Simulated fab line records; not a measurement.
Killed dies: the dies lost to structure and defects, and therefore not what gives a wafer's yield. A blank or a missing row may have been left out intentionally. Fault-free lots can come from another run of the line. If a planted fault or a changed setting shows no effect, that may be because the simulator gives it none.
Which tool is to blame? | flow gf180mcu | route of 602 steps, sampled at 1 step: 12 lots, 36 wafers

## WHAT THE GAUGES SHOWED, per wafer
GF_STI_THK_MEAS_04.
lot  | measured    | on           | STI_CVD_03_THK (nm)
L075 | day 1 19:08 | filmMetro-04 | 208.4 209.2 207.4
L077 | day 2 04:34 | filmMetro-01 | 205.1 206.5 205.9
L079 | day 2 16:00 | filmMetro-01 | 207.8 208.0 206.8
L081 | day 3 00:34 | filmMetro-04 | 201.9 202.4 203.6
L083 | day 3 10:34 | filmMetro-03 | 205.6 206.5 205.6
L085 | day 4 00:59 | filmMetro-01 | 203.7 204.1 204.0
L087 | day 4 11:37 | filmMetro-01 | 205.8 205.1 204.0
L089 | day 4 18:20 | filmMetro-04 | 207.9 208.6 206.7
L091 | day 5 06:22 | filmMetro-04 | 203.3 204.4 203.5
L093 | day 5 17:03 | filmMetro-01 | 204.9 203.2 205.1
L095 | day 5 22:47 | filmMetro-04 | 201.9 203.0 203.4
L097 | day 6 09:33 | filmMetro-04 | 206.4 206.0 207.0

## WHICH TOOL RAN EACH LOT (tool, then ch and the chambers of the sampled wafers, then the start)
No process step before these readings appears in the record.

## THE ANSWER, worked out from the rows above alone
Rule: the lots themselves supply what counts as usual. The widest of any qualifying gaps counts: lots, ordered by their means at a reading, are off when they make up no more than a third of the lots, leave a main group of 4 or more, and stand apart from it by 3 or more times the standard deviation of that group's means. A main group is skipped when, at the precision printed for the reading in the tables above, its means are all equal. A lot without any number at a reading at which 4 lots or more have one is off too. All remaining lots with rows at the step are treated as sound.
No lot is off at any reading shown: from this, nothing can be told.

## WHAT HAD BEEN PUT IN BY THE SIMULATOR
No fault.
